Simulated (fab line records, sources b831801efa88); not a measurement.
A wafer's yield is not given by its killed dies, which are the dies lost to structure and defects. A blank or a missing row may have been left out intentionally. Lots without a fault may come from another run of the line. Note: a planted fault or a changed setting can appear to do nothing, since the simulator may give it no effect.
What tool caused it? :: flow gf180mcu :: 24 wafers from 8 lots sampled at 2 of the route's 602 steps

WHAT EACH GAUGE READ, for each wafer
GF_VT_IMPLANT_TW_MEAS_10.
lot: L274
measured: day 5 21:01
on: film_metro-01
VT_IMPLANT_TW: 562 561 559

lot: L276
measured: day 6 10:25
on: film_metro-01
VT_IMPLANT_TW: 560 559 561

lot: L281
measured: day 7 16:07
on: film_metro-01
VT_IMPLANT_TW: 562 563 560

lot: L283
measured: day 8 04:03
on: film_metro-01
VT_IMPLANT_TW: 557 558 559

lot: L285
measured: day 8 18:06
on: film_metro-01
VT_IMPLANT_TW: 558 557 560

lot: L287
measured: day 9 07:51
on: film_metro-02
VT_IMPLANT_TW: 574 576 575

lot: L289
measured: day 9 17:18
on: film_metro-01
VT_IMPLANT_TW: 921 925 923 925 931 925

lot: L291
measured: day 10 06:04
on: film_metro-02
VT_IMPLANT_TW: 939 943 944 939 939 942

TOOL THAT RAN EACH LOT (tool first, then ch and the chambers of the sampled wafers, then the start)
lot: L274
GF_VT_IMPLANT_IMPLANT_08: implanter-03 ch 0, day 5 20:46

lot: L276
GF_VT_IMPLANT_IMPLANT_08: implanter-02 ch 0, day 6 10:10

lot: L281
GF_VT_IMPLANT_IMPLANT_08: implanter-02 ch 0, day 7 15:52

lot: L283
GF_VT_IMPLANT_IMPLANT_08: implanter-03 ch 0, day 8 03:49

lot: L285
GF_VT_IMPLANT_IMPLANT_08: implanter-02 ch 0, day 8 17:52

lot: L287
GF_VT_IMPLANT_IMPLANT_08: implanter-01 ch 0, day 9 07:36

lot: L289
GF_VT_IMPLANT_IMPLANT_08: implanter-01 ch 0, day 9 17:03

lot: L291
GF_VT_IMPLANT_IMPLANT_08: implanter-03 ch 0, day 10 05:49
- GF_VT_IMPLANT_IMPLANT_08

THE ANSWER, worked out from the rows above alone
Rule: the usual values come from the lots themselves. Put in order of their means at a reading, lots are off if they are a third of the lots or fewer, leave a main group of 4 or more, and stand apart from it by a gap of 3 or more times the standard deviation of the main group's means; of several such gaps the widest counts. If all means in a main group match to the digits the tables above print for the reading, that group is not used. A lot without any number at a reading at which 4 lots or more have one is off too. Any other lot the step has rows for is counted as sound.
Off: at GF_VT_IMPLANT_TW_MEAS_10 (VT_IMPLANT_TW), L289, L291. Main group: mean 562, sd 5.8.
A tool fits if, at a process step before that reading, it ran every lot that is off, and no sound lot after the first of them. The gauges at GF_VT_IMPLANT_TW_MEAS_10 are tried like those tools. None of those tried fits.

WHAT HAD BEEN PUT IN BY THE SIMULATOR
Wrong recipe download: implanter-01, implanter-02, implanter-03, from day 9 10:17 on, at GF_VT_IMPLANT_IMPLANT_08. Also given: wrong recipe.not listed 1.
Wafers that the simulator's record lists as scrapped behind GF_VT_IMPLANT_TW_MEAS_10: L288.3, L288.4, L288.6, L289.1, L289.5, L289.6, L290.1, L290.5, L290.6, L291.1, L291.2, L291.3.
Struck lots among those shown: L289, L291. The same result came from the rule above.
